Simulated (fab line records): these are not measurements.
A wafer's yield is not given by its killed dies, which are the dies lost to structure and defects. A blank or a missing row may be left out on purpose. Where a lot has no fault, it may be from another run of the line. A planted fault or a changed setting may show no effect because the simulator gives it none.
Which tool did it? ; flow gf180mcu ; 33 wafers from 11 lots sampled at 6 of the route's 602 steps

== WHAT EACH GAUGE READ, for each wafer ==
GF_HV_LDD_CD_MEAS_07 targets a cd of 400 nm. Usual: cdNm reads 399.7 nm (standard deviation 2).
lot;measured;on;cdNm (nm);flag
L778;day 10 02:28;cdSem-01;401.1 400.4 400.9;
L781;day 11 02:10;cdSem-02;- - -;OFF
L786;day 12 16:24;cdSem-01;401.6 400.9 399.0;
L787;day 13 04:38;cdSem-02;399.2 400.3 397.7;
L788;day 13 18:47;cdSem-01;398.3 398.7 398.3;
L789;day 14 06:27;cdSem-01;397.6 400.0 398.1;
L790;day 14 08:47;cdSem-02;399.7 400.3 399.7;
L791;day 14 12:47;cdSem-02;396.5 397.5 397.9;
L792;day 14 22:32;cdSem-02;395.1 395.7 395.9;
L795;day 15 17:46;cdSem-02;398.7 397.4 398.9;
L796;day 15 18:42;cdSem-01;401.0 399.1 401.7;

GF_HV_LDD_TW_MEAS_11. Usual: for HV_LDD_TW the level is 2395 and the standard deviation is 25.
lot;measured;on;HV_LDD_TW;flag
L778;day 10 02:52;filmMetro-01;2431 2438 2424;
L781;day 11 02:34;filmMetro-04;29 29 30;OFF
L786;day 12 16:47;filmMetro-04;2382 2378 2382;
L787;day 13 05:03;filmMetro-01;2381 2382 2373;
L788;day 13 19:12;filmMetro-03;2439 2438 2412;
L789;day 14 06:50;filmMetro-01;2385 2391 2394;
L790;day 14 09:11;filmMetro-01;2384 2396 2382;
L791;day 14 13:10;filmMetro-04;2368 2367 2371;
L792;day 14 22:57;filmMetro-01;2390 2375 2392;
L795;day 15 18:10;filmMetro-03;2428 2430 2432;
L796;day 15 19:05;filmMetro-03;2410 2419 2407;

GF_HV_LDD_CD_MEAS_19 targets a cd of 400 nm. Usual: cdNm reads 399.7 nm (standard deviation 2.6).
lot;measured;on;cdNm (nm);flag
L778;day 10 21:01;cdSem-01;399.0 401.6 401.6;
L781;day 11 21:13;cdSem-02;401.2 403.2 400.2;
L786;day 13 12:46;cdSem-02;397.4 397.9 399.5;
L787;day 14 01:43;cdSem-01;402.6 403.0 404.0;
L788;day 14 16:14;cdSem-01;398.3 399.7 399.5;
L789;day 15 04:18;cdSem-01;400.8 401.5 399.6;
L790;day 15 06:21;cdSem-02;396.5 396.5 398.0;
L791;day 15 10:28;cdSem-01;398.6 397.8 398.5;
L792;day 15 20:23;cdSem-02;401.9 400.0 399.9;
L795;day 16 16:37;cdSem-01;397.1 397.9 397.4;
L796;day 16 16:59;cdSem-02;398.9 397.5 401.1;

== WHICH TOOL RAN EACH LOT (tool, then ch and the chambers of the sampled wafers, then the start) ==
lot;GF_DUAL_GATE_STRIP_13;GF_HV_LDD_EXPOSE_04;GF_HV_LDD_STRIP_10
L778;plasmaAsher-04 ch 0, day 8 11:37;ilineStepper-01 ch 0, day 9 18:07;plasmaAsher-04 ch 0,1, day 10 02:45
L781;plasmaAsher-03 ch 1, day 9 09:55;ilineStepper-01 ch 0, day 10 17:23;plasmaAsher-02 ch 1, day 11 02:27
L786;plasmaAsher-03 ch 0,1, day 10 20:55;ilineStepper-01 ch 0, day 12 06:50;plasmaAsher-02 ch 0,1, day 12 16:41
L787;plasmaAsher-04 ch 0,1, day 11 09:19;ilineStepper-01 ch 0, day 12 18:47;plasmaAsher-02 ch 0,1, day 13 04:57
L788;plasmaAsher-03 ch 0,1, day 11 20:26;ilineStepper-01 ch 0, day 13 08:58;plasmaAsher-01 ch 0, day 13 19:06
L789;plasmaAsher-01 ch 0,1, day 12 08:34;ilineStepper-01 ch 0, day 13 19:27;plasmaAsher-04 ch 0,1, day 14 06:44
L790;plasmaAsher-04 ch 0,1, day 12 09:24;ilineStepper-01 ch 0, day 13 22:45;plasmaAsher-04 ch 0,1, day 14 09:06
L791;plasmaAsher-01 ch 0,1, day 12 15:04;ilineStepper-01 ch 0, day 14 02:38;plasmaAsher-01 ch 0,1, day 14 13:04
L792;plasmaAsher-04 ch 0,1, day 12 21:46;ilineStepper-02 ch 0, day 14 12:14;plasmaAsher-04 ch 0,1, day 14 22:51
L795;plasmaAsher-01 ch 0,1, day 13 17:52;ilineStepper-02 ch 0, day 15 07:37;plasmaAsher-04 ch 0,1, day 15 18:04
L796;plasmaAsher-04 ch 0,1, day 13 20:22;ilineStepper-02 ch 0, day 15 08:20;plasmaAsher-02 ch 0,1, day 15 19:00
- GF_DUAL_GATE_STRIP_13: strips in O2/N2.
- GF_HV_LDD_EXPOSE_04: exposes mask Nplus LV AREA, target cd 400 nm.
- GF_HV_LDD_STRIP_10: strips in O2/N2.

== WHAT THE TOOLS THEMSELVES READ (means of the sampled wafers that have a number; where no wafer has one, the mark that the record gives instead) ==
GF_DUAL_GATE_STRIP_13. Usual: chamberPressureMTorr 1500.0 mTorr, standard deviation 1.1; drypumpMotorCurrentA 5.9 A, standard deviation 0.71; heaterPowerW 331 W, standard deviation 23; oesProductAu 0.716 a.u., standard deviation 0.0042; stripTimeToEndpointS 12.63 s, standard deviation 0.034.
lot;tool;chamberPressureMTorr (mTorr);drypumpMotorCurrentA (A);heaterPowerW (W);oesProductAu (a.u.);stripTimeToEndpointS (s);flag
L778;plasmaAsher-04;1500.3;6.1;312;0.713;12.59;
L781;plasmaAsher-03;1501.0;6.1;324;0.721;12.64;
L786;plasmaAsher-03;1499.8;5.5;346;0.709;12.66;
L787;plasmaAsher-04;1500.2;6.2;317;0.717;12.65;
L788;plasmaAsher-03;1500.4;5.8;337;0.715;12.60;
L789;plasmaAsher-01;1499.4;5.4;326;0.714;12.68;
L790;plasmaAsher-04;1500.4;6.2;318;0.716;12.61;
L791;plasmaAsher-01;1498.9;6.0;347;0.716;12.63;
L792;plasmaAsher-04;1498.8;6.2;318;0.719;12.63;
L795;plasmaAsher-01;1500.9;6.1;341;0.712;12.64;
L796;plasmaAsher-04;1499.4;6.2;317;0.721;12.60;

GF_HV_LDD_EXPOSE_04. Usual: focusOffsetNm 0.0 nm, standard deviation 0.45; reticleTempC 23.03 C, standard deviation 0.11.
lot;tool;focusOffsetNm (nm);reticleTempC (C);flag
L778;ilineStepper-01;0.4;23.08;
L781;ilineStepper-01;-0.6;22.96;
L786;ilineStepper-01;-0.0;23.10;
L787;ilineStepper-01;0.4;23.03;
L788;ilineStepper-01;0.1;22.95;
L789;ilineStepper-01;0.2;22.99;
L790;ilineStepper-01;-0.0;22.86;
L791;ilineStepper-01;0.2;22.94;
L792;ilineStepper-02;-0.1;23.03;
L795;ilineStepper-02;-0.3;22.94;
L796;ilineStepper-02;-0.2;23.13;

GF_HV_LDD_STRIP_10. Usual: chamberPressureMTorr 1500.0 mTorr, standard deviation 1.3; drypumpMotorCurrentA 6.1 A, standard deviation 0.5; heaterPowerW 363 W, standard deviation 42; oesProductAu 0.716 a.u., standard deviation 0.0047; stripTimeToEndpointS 12.64 s, standard deviation 0.034.
lot;tool;chamberPressureMTorr (mTorr);drypumpMotorCurrentA (A);heaterPowerW (W);oesProductAu (a.u.);stripTimeToEndpointS (s);flag
L778;plasmaAsher-04;1500.6;6.2;320;0.715;12.63;
L781;plasmaAsher-02;1499.7;6.5;410;0.716;12.64;
L786;plasmaAsher-02;1500.4;6.4;398;0.714;12.61;
L787;plasmaAsher-02;1500.2;6.4;405;0.718;12.63;
L788;plasmaAsher-01;1499.5;4.7;307;0.718;12.70;
L789;plasmaAsher-04;1500.3;6.1;320;0.719;12.61;
L790;plasmaAsher-04;1500.6;6.2;320;0.716;12.63;
L791;plasmaAsher-01;1500.6;6.1;345;0.721;12.64;
L792;plasmaAsher-04;1499.8;6.2;323;0.721;12.68;
L795;plasmaAsher-04;1499.7;6.2;322;0.721;12.68;
L796;plasmaAsher-02;1499.5;6.2;395;0.716;12.65;

== THE ANSWER, worked out from the rows above alone ==
Rule: take the mean of a lot's wafers that have a number; if it is more than 3 standard deviations from the usual mean, the lot is off. A lot without any number at a reading at which 4 lots or more have one is off too. Any other lot the step has rows for is counted as sound. Order of review: gauges by route order, followed by the tools' own readings, for which a lot's mean as printed above is used. The first step at which some lot is off is used, and at that step the reading that is off furthest; a lot without a number counts as furthest.
Off, at GF_HV_LDD_CD_MEAS_07 on cdNm: L781. Without a number there: L781.
If a tool, at a process step before that reading, ran all the lots that are off and no sound lot after the first of them, it fits. Not tried: the gauges at GF_HV_LDD_CD_MEAS_07; whatever is off there is also off at GF_HV_LDD_TW_MEAS_11, on other tools, and gauge error can't account for it. No candidate that was tried fits.

== WHAT THE SIMULATOR HAD INSERTED ==
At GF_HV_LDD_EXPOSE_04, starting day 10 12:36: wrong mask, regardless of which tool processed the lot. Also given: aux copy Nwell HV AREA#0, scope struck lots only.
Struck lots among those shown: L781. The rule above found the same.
